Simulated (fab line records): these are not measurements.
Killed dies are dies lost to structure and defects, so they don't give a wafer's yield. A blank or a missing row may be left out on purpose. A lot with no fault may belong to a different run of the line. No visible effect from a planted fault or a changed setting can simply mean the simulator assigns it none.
fab line records -- flow sfq_line
[record] lots = 5, wafers = 15, last_day = 94
route steps=325 shown I6@277 M7@281
lots untouched by any fault: they come from a run of this same line in which no faults occurred
start_h: the number of hours between the record's first day and the start of the first shown wafer of the lot -- wait_h: hours since the lot's step before -- " unchanged from the row above -- L1.1+2: several wafers, shown together as one row -- - no value, or no start given -- * or withheld: withheld -- < > ~ a bound
route shown NAME@n: a module of which the file shows steps, and the number in the route of the first -- usual: mean/standard deviation taken from wafers without a fault -- same: alike in all rows -- chamber/n: place in a boat -- sites: each site's reading -- _std_site: how widely they spread, as a standard deviation -- _edge_site: mean of outer sites minus mean of inner sites -- radius_mm: for every site, how far away it sits from the centre of the wafer -- mask NAME#n: copy n -- behind: the most recent tool/chamber to have shaped the wafer -- hold: why the lot went on hold/how many hours it stayed there/how the hold came to an end -- device: transistor that didn't switch, given as n, p or np -- end of line: the same wafers' tests at the end of the route -- a step without rows: its recipe alone -- killed: at the first sort, the dies lost to defects and structure; wafer yield is something else -- map: the dies of a wafer, with x for killed, . for not killed, _ for no die there
set.NAME: the setting as run; set.NAME@STEP: as run at that earlier step -- model.NAME: the simulator's own value behind a step, which no gauge read
certain route steps with their lots: each step a table, each wafer a row
services: from which hour (start_h, from the record's first day; less than 0 if before it) a tool's chamber was out of use, for how many hours, and why
[[steps]]
[step SFQ_TRILAYER_I6_VIA_BARC_OPEN_VIA_ETCH_235]
[recipe] mask_material = PR, chemistry = O2, target_depth_nm = 125, target = BARC, source_w = 500, bias_w = 80, pressure_mtorr = 30, time_s = 41.7
[usual] drypump_motor_current_A = 5.3/0.42, oes_product_au = 0.685/0.0051
lot.wafer,tool,chamber,start_h,wait_h,drypump_motor_current_A,oes_product_au,rf_hours_counter_h
L079.1,rie_diel-02,1,1803.09,0.0,4.9,0.680,2
L079.2,rie_diel-02,3,1803.09,0.0,4.9,0.681,6
L079.3,rie_diel-02,2,1803.09,0.0,5.0,0.681,18
L084.4,rie_diel-02,2,1966.19,0.0,5.0,0.679,1
L084.5,rie_diel-02,2,1966.19,0.0,5.0,0.694,-
L084.6,rie_diel-02,1,1966.19,0.0,4.9,0.692,-
L085.4,rie_diel-01,1,1967.41,0.0,5.3,0.679,-
L085.5,rie_diel-01,3,1967.41,0.0,5.6,0.685,-
L085.6,rie_diel-01,0,1967.41,0.0,5.7,0.687,-
L087.4,rie_diel-01,3,1974.28,0.0,5.6,0.682,-
L087.5,rie_diel-01,1,1974.28,0.0,5.3,0.689,-
L087.6,rie_diel-01,0,1974.28,0.0,5.6,0.679,-
L093.2,rie_diel-02,1,2003.89,0.0,4.9,0.682,4
L093.5,rie_diel-02,1,2003.89,0.0,4.8,0.684,-
L093.6,rie_diel-02,2,2003.89,0.0,5.0,0.683,-
[step SFQ_TRILAYER_I6_VIA_ETCH_VIA_ETCH_172]
[recipe] target = SiO2, stop_on = Nb, mask_material = PR, taper_deg = 20, chemistry = CHF3, target_depth_nm = 260, source_w = 500, bias_w = 80, pressure_mtorr = 30, time_s = withheld
[usual] drypump_motor_current_A = 5.3/0.42, oes_product_au = 0.857/0.0057
lot.wafer,tool,chamber,start_h,wait_h,drypump_motor_current_A,oes_product_au
L079.1,rie_diel-02,1,1803.13,0.0,4.9,0.863
L079.2,rie_diel-02,3,1803.13,0.0,4.9,0.851
L079.3,rie_diel-02,2,1803.13,0.0,5.0,0.862
L084.4,rie_diel-02,2,1966.23,0.0,5.0,0.851
L084.5,rie_diel-02,2,1966.23,0.0,5.0,0.859
L084.6,rie_diel-02,1,1966.23,0.0,4.9,0.862
L085.4,rie_diel-01,1,1967.48,0.1,5.4,0.852
L085.5,rie_diel-01,3,1967.48,0.1,5.6,0.857
L085.6,rie_diel-01,0,1967.48,0.1,5.7,0.853
L087.4,rie_diel-01,3,1974.36,0.1,5.6,0.859
L087.5,rie_diel-01,1,1974.36,0.1,5.3,0.857
L087.6,rie_diel-01,0,1974.36,0.1,5.6,0.852
L093.2,rie_diel-02,1,2003.93,0.0,4.9,0.865
L093.5,rie_diel-02,1,2003.93,0.0,4.8,0.861
L093.6,rie_diel-02,2,2003.93,0.0,5.0,0.865
[step SFQ_TRILAYER_I6_VIA_STRIP_STRIP_173]
[recipe] gas = O2, power_w = 200, platen_temp_c = 40, overash_fraction = 0.65, chemistry = O2, pressure_mtorr = 50
[usual] drypump_motor_current_A = 5.6/0.41, oes_product_au = 1.001/0.0073
lot.wafer,tool,chamber,start_h,wait_h,drypump_motor_current_A,oes_product_au,rf_hours_counter_h
L079.1,rie_metal-03,0,1803.24,-,5.5,1.002,90
L079.2,rie_metal-03,1,1803.24,-,5.8,1.015,63
L079.3,rie_metal-03,0,1803.24,-,5.5,0.993,-
L084.4,rie_metal-03,0,1966.54,-,5.5,1.009,-
L084.5,rie_metal-03,0,1966.54,-,5.5,1.004,-
L084.6,rie_metal-03,1,1966.54,-,5.8,1.001,-
L085.4,rie_metal-04,1,1967.74,-,5.2,1.006,-
L085.5,rie_metal-04,1,1967.74,-,5.1,0.997,-
L085.6,rie_metal-04,0,1967.74,-,5.3,0.990,-
L087.4,rie_metal-02,1,1974.61,-,6.4,0.993,-
L087.5,rie_metal-02,0,1974.61,-,5.3,0.995,-
L087.6,rie_metal-02,1,1974.61,-,6.4,0.994,-
L093.2,rie_metal-03,1,2004.05,-,5.8,0.994,87
L093.5,rie_metal-03,0,2004.05,-,5.5,1.001,-
L093.6,rie_metal-03,1,2004.05,-,5.7,0.994,-
[step SFQ_TRILAYER_I6_VIA_STRIP_SOLV_CLEAN_174]
[recipe] chemistry = NMP, temp_c = 70, time_s = 600
lot.wafer,tool,chamber,start_h,wait_h
L079.1+2+3,wet_bench-02,"5,6,0",1803.84,0.4
L084.4+5+6,wet_bench-03,"1,7,0",1966.94,0.2
L085.4+5+6,wet_bench-01,"2,0,1",1968.14,0.2
L087.4+5+6,wet_bench-02,"0,7,5",1975.01,0.2
L093.2+5+6,wet_bench-02,"0,3,1",2004.65,0.4
[step SFQ_TRILAYER_M7_DEP_PRE_CLEAN_176]
[recipe] gas = Ar, time_s = 22.5, bias_v = 250
lot.wafer,tool,chamber,start_h,wait_h
L079.1+2+3,pvd_sputter-04,-,1804.02,0.0
L084.4+5+6,pvd_sputter-06,-,1967.11,0.0
L085.4+5+6,pvd_sputter-03,-,1968.31,0.0
L087.4+5+6,pvd_sputter-03,-,1975.20,0.0
L093.2+5+6,pvd_sputter-03,-,2004.84,0.0
[step SFQ_TRILAYER_M7_DEP_SPUTTER_175]
[recipe] material = Nb, base_pressure_pa = 1.33e-06, chamber_pressure_pa = 0.1333, substrate_temp_c = 20, target_thk_nm = 200, power_w = 2000, time_s = 133.3
[usual] throttle_valve_pct = 30.5/0.86
lot.wafer,tool,chamber,start_h,wait_h,throttle_valve_pct
L079.1,pvd_sputter-04,-,1804.05,0.0,29.3
L079.2,pvd_sputter-04,-,1804.05,0.0,29.6
L079.3,pvd_sputter-04,-,1804.05,0.0,29.4
L084.4,pvd_sputter-06,-,1967.14,0.0,30.4
L084.5,pvd_sputter-06,-,1967.14,0.0,31.0
L084.6,pvd_sputter-06,-,1967.14,0.0,30.3
L085.4,pvd_sputter-03,-,1968.34,0.0,30.0
L085.5,pvd_sputter-03,-,1968.34,0.0,31.0
L085.6,pvd_sputter-03,-,1968.34,0.0,30.9
L087.4,pvd_sputter-03,-,1975.23,0.0,29.9
L087.5,pvd_sputter-03,-,1975.23,0.0,31.3
L087.6,pvd_sputter-03,-,1975.23,0.0,29.9
L093.2,pvd_sputter-03,-,2004.87,0.0,29.7
L093.5,pvd_sputter-03,-,2004.87,0.0,31.1
L093.6,pvd_sputter-03,-,2004.87,0.0,29.8
[step SFQ_M7_RS_MEAS_943]
[recipe] thk_meas_gauge = four-point-probe, reads = Nb_of_TRILAYER_M7_DEP_SPUTTER_175
[usual] M7_NB_RS = 0.890/0.013
lot.wafer,tool,chamber,start_h,wait_h,M7_NB_RS[ohm/sq]
L079.1,film_metro-01,-,1804.14,0.0,0.892
L079.2,film_metro-01,-,1804.14,0.0,0.893
L079.3,film_metro-01,-,1804.14,0.0,0.892
L084.4,film_metro-02,-,1967.29,0.1,0.919
L084.5,film_metro-02,-,1967.29,0.1,0.913
L084.6,film_metro-02,-,1967.29,0.1,0.928
L085.4,film_metro-02,-,1968.49,0.1,0.885
L085.5,film_metro-02,-,1968.49,0.1,0.882
L085.6,film_metro-02,-,1968.49,0.1,0.873
L087.4,film_metro-02,-,1975.38,0.1,0.870
L087.5,film_metro-02,-,1975.38,0.1,0.888
L087.6,film_metro-02,-,1975.38,0.1,0.872
L093.2,film_metro-02,-,2004.98,0.1,0.905
L093.5,film_metro-02,-,2004.98,0.1,0.896
L093.6,film_metro-02,-,2004.98,0.1,0.877
[step SFQ_TRILAYER_M7_LITHO_COAT_182]
[recipe] resist = BARC, spin_rpm = 3000, resist_thk_nm = 62
lot.wafer,tool,chamber,start_h,wait_h
L079.1+2+3,litho_track-02,0,1804.32,0.1
L084.4+5+6,litho_track-02,0,1967.56,0.2
L085.4+5+6,litho_track-02,0,1968.76,0.2
L087.4+5+6,litho_track-02,0,1975.65,0.2
L093.2+5+6,litho_track-04,0,2005.19,0.1
[step SFQ_TRILAYER_M7_LITHO_COAT_177]
[recipe] resist = KrF, spin_rpm = 3000, resist_thk_nm = 600
lot.wafer,tool,chamber,start_h,wait_h
L079.1+2+3,litho_track-02,0,1804.62,0.2
L084.4+5+6,litho_track-02,0,1967.86,0.2
L085.4+5+6,litho_track-02,0,1969.06,0.2
L087.4+5+6,litho_track-02,0,1975.95,0.2
L093.2+5+6,litho_track-04,0,2005.49,0.2
[step SFQ_TRILAYER_M7_LITHO_SOFTBAKE_181]
[recipe] temp_c = withheld, time_s = withheld, resist = KrF
lot.wafer,tool,chamber,start_h,wait_h
L079.1+2+3,litho_track-02,0,1804.92,0.2
L084.4+5+6,litho_track-02,0,1968.09,0.2
L085.4+5+6,litho_track-02,0,1969.29,0.2
L087.4+5+6,litho_track-02,0,1976.18,0.2
L093.2+5+6,litho_track-04,0,2005.76,0.2
[step SFQ_TRILAYER_M7_LITHO_EXPOSE_178]
[recipe] mask_id = M7, na = 0.6, source_shape = conventional, sigma_outer = 0.65, target_cd_nm = 500, dose_mj = 14.4
[usual] focus_offset_nm = -0.1/0.48
lot.wafer,tool,chamber,start_h,wait_h,mask,focus_offset_nm
L079.1,krf_scanner-01,0,1805.07,-,M7#0,-0.5
L079.2,krf_scanner-01,0,1805.07,-,M7#0,-0.3
L079.3,krf_scanner-01,0,1805.07,-,M7#0,-0.2
L084.4,krf_scanner-02,0,2045.78,-,M7#0,0.2
L084.5,krf_scanner-02,0,2045.78,-,M7#0,0.0
L084.6,krf_scanner-02,0,2045.78,-,M7#0,0.3
L085.4,krf_scanner-02,0,2046.98,-,M7#0,0.0
L085.5,krf_scanner-02,0,2046.98,-,M7#0,-0.5
L085.6,krf_scanner-02,0,2046.98,-,M7#0,-0.3
L087.4,krf_scanner-02,0,2056.97,-,M7#0,0.2
L087.5,krf_scanner-02,0,2056.97,-,M7#0,0.3
L087.6,krf_scanner-02,0,2056.97,-,M7#0,-0.3
L093.2,krf_scanner-01,0,2079.57,-,M7#0,0.3
L093.5,krf_scanner-01,0,2079.57,-,M7#0,-0.2
L093.6,krf_scanner-01,0,2079.57,-,M7#0,-0.2
[step SFQ_TRILAYER_M7_LITHO_PEB_180]
[recipe] peb_temp_c = 115, peb_time_s = 60, resist = KrF
lot.wafer,tool,chamber,start_h,wait_h
L079.1+2+3,litho_track-02,0,1806.27,1.0
L084.4+5+6,litho_track-03,0,2046.45,0.5
L085.4+5+6,litho_track-02,0,2047.65,0.5
L087.4+5+6,litho_track-04,0,2057.64,0.5
L093.2+5+6,litho_track-02,0,2080.59,0.8
[step SFQ_TRILAYER_M7_LITHO_DEVELOP_179]
[recipe] time_s = 60, resist = KrF
lot.wafer,tool,chamber,start_h,wait_h
L079.1+2+3,litho_track-02,0,1806.42,0.1
L084.4+5+6,litho_track-03,0,2046.60,0.1
L085.4+5+6,litho_track-02,0,2047.80,0.1
L087.4+5+6,litho_track-04,0,2057.79,0.1
L093.2+5+6,litho_track-02,0,2080.74,0.1
[step SFQ_M7_OVL_MEAS_945]
[usual] M7_OVL = 4/5.8
lot.wafer,tool,chamber,start_h,wait_h,M7_OVL[nm]
L079.1,overlay-01,-,1806.57,0.1,6
L079.2,overlay-01,-,1806.57,0.1,-3
L079.3,overlay-01,-,1806.57,0.1,-2
L084.4,overlay-01,-,2046.70,0.1,5
L084.5,overlay-01,-,2046.70,0.1,7
L084.6,overlay-01,-,2046.70,0.1,8
L085.4,overlay-01,-,2047.90,0.1,-5
L085.5,overlay-01,-,2047.90,0.1,1
L085.6,overlay-01,-,2047.90,0.1,-2
L087.4,overlay-01,-,2057.88,0.1,5
L087.5,overlay-01,-,2057.88,0.1,9
L087.6,overlay-01,-,2057.88,0.1,3
L093.2,overlay-02,-,2080.87,0.1,-8
L093.5,overlay-02,-,2080.87,0.1,5
L093.6,overlay-02,-,2080.87,0.1,-2
[step SFQ_TRILAYER_M7_BARC_OPEN_METAL_ETCH_229]
[recipe] mask_material = PR, chemistry = O2, target_depth_nm = 125, target = BARC, icp_w = 600, bias_w = 80, pressure_mtorr = 10, time_s = 41.7
[usual] drypump_motor_current_A = 5.40/0.18, oes_product_au = 0.685/0.0043
lot.wafer,tool,chamber,start_h,wait_h,drypump_motor_current_A,oes_product_au,rf_hours_counter_h
L079.1,rie_metal-03,0,1806.60,0.0,5.48,0.684,90
L079.2,rie_metal-03,1,1806.60,0.0,5.76,0.683,63
L079.3,rie_metal-03,0,1806.60,0.0,5.53,0.690,-
L084.4,rie_metal-04,0,2046.74,0.0,5.33,0.682,-
L084.5,rie_metal-04,1,2046.74,0.0,5.18,0.686,-
L084.6,rie_metal-04,0,2046.74,0.0,5.25,0.678,-
L085.4,rie_metal-01,0,2047.94,0.0,5.39,0.691,-
L085.5,rie_metal-01,0,2047.94,0.0,5.40,0.682,-
L085.6,rie_metal-01,1,2047.94,0.0,5.38,0.685,-
L087.4,rie_metal-04,1,2057.92,0.0,5.15,0.685,-
L087.5,rie_metal-04,0,2057.92,0.0,5.29,0.690,-
L087.6,rie_metal-04,1,2057.92,0.0,5.16,0.688,-
L093.2,rie_metal-04,0,2080.90,0.0,5.24,0.681,96
L093.5,rie_metal-04,0,2080.90,0.0,5.28,0.689,-
L093.6,rie_metal-04,1,2080.90,0.0,5.16,0.677,-
[step SFQ_TRILAYER_M7_ETCH_METAL_ETCH_180]
[recipe] target = Nb, stop_on = SiO2, mask_material = PR, chemistry = Cl2/Ar, target_depth_nm = 240, icp_w = 600, bias_w = 80, pressure_mtorr = 10, time_s = 120
[usual] drypump_motor_current_A = 5.40/0.18, oes_product_au = 0.894/0.0086
lot.wafer,tool,chamber,start_h,wait_h,drypump_motor_current_A,oes_product_au,rf_hours_counter_h
L079.1,rie_metal-03,0,1806.66,0.0,5.49,0.893,90
L079.2,rie_metal-03,1,1806.66,0.0,5.77,0.896,63
L079.3,rie_metal-03,0,1806.66,0.0,5.51,0.892,-
L084.4,rie_metal-04,0,2046.82,0.1,5.27,0.882,-
L084.5,rie_metal-04,1,2046.82,0.1,5.17,0.883,-
L084.6,rie_metal-04,0,2046.82,0.1,5.26,0.875,-
L085.4,rie_metal-01,0,2048.02,0.1,5.39,0.898,-
L085.5,rie_metal-01,0,2048.02,0.1,5.39,0.898,-
L085.6,rie_metal-01,1,2048.02,0.1,5.37,0.898,-
L087.4,rie_metal-04,1,2058.00,0.1,5.18,0.904,-
L087.5,rie_metal-04,0,2058.00,0.1,5.31,0.896,-
L087.6,rie_metal-04,1,2058.00,0.1,5.16,0.906,-
L093.2,rie_metal-04,0,2080.96,0.0,5.28,0.892,96
L093.5,rie_metal-04,0,2080.96,0.0,5.30,0.883,-
L093.6,rie_metal-04,1,2080.96,0.0,5.15,0.899,-
[step SFQ_TRILAYER_M7_STRIP_STRIP_181]
[recipe] gas = O2, power_w = 200, platen_temp_c = 40, overash_fraction = 0.65, chemistry = O2, pressure_mtorr = 50
[usual] drypump_motor_current_A = 5.40/0.18, oes_product_au = 1.001/0.0087
lot.wafer,tool,chamber,start_h,wait_h,drypump_motor_current_A,oes_product_au,rf_hours_counter_h
L079.1,rie_metal-03,0,1806.79,0.1,5.48,0.992,90
L079.2,rie_metal-03,1,1806.79,0.1,5.76,1.018,64
L079.3,rie_metal-03,0,1806.79,0.1,5.49,0.995,-
L084.4,rie_metal-04,0,2047.10,0.2,5.24,0.993,-
L084.5,rie_metal-04,1,2047.10,0.2,5.18,0.993,-
L084.6,rie_metal-04,0,2047.10,0.2,5.26,0.992,-
L085.4,rie_metal-01,0,2048.30,0.2,5.38,0.987,-
L085.5,rie_metal-01,0,2048.30,0.2,5.41,0.997,-
L085.6,rie_metal-01,1,2048.30,0.2,5.39,1.004,-
L087.4,rie_metal-04,1,2058.29,0.2,5.18,1.000,-
L087.5,rie_metal-04,0,2058.29,0.2,5.28,0.999,-
L087.6,rie_metal-04,1,2058.29,0.2,5.17,1.002,-
L093.2,rie_metal-04,0,2081.09,0.1,5.32,0.998,96
L093.5,rie_metal-04,0,2081.09,0.1,5.28,0.998,-
L093.6,rie_metal-04,1,2081.09,0.1,5.17,1.003,-
[[services]]
tool,chamber,start_h,hours,kind
krf_scanner-01,-,1784.28,1.3,pm
rie_diel-01,2,1784.64,4.8,repair
pvd_sputter-03,-,1790.22,3.4,repair
rie_metal-04,1,1809.49,3.3,repair
wet_bench-02,-,1820.10,26.2,repair
rie_diel-02,3,1821.16,8.9,repair
rie_metal-04,-,1824.92,0.4,repair
krf_scanner-02,-,1829.15,1.3,pm
rie_diel-02,1,1829.93,1.8,repair
rie_diel-02,2,1835.37,2.3,repair
rie_diel-02,0,1877.48,3.1,repair
krf_scanner-02,-,1881.44,1.0,pm
rie_metal-04,-,1926.32,0.3,repair
krf_scanner-02,-,1929.03,0.8,pm
rie_metal-04,-,1946.29,1.4,pm
rie_diel-01,1,1948.62,8.5,repair
rie_metal-01,-,1969.86,2.8,pm
krf_scanner-02,-,2005.33,1.3,pm
rie_diel-02,-,2007.98,2.8,pm
pvd_sputter-03,-,2043.68,11.5,repair
krf_scanner-02,-,2049.98,1.0,pm
krf_scanner-02,-,2058.77,0.8,pm
pvd_sputter-03,-,2071.12,5.4,repair
pvd_sputter-03,-,2075.69,37.3,repair
[[key]]
fault none
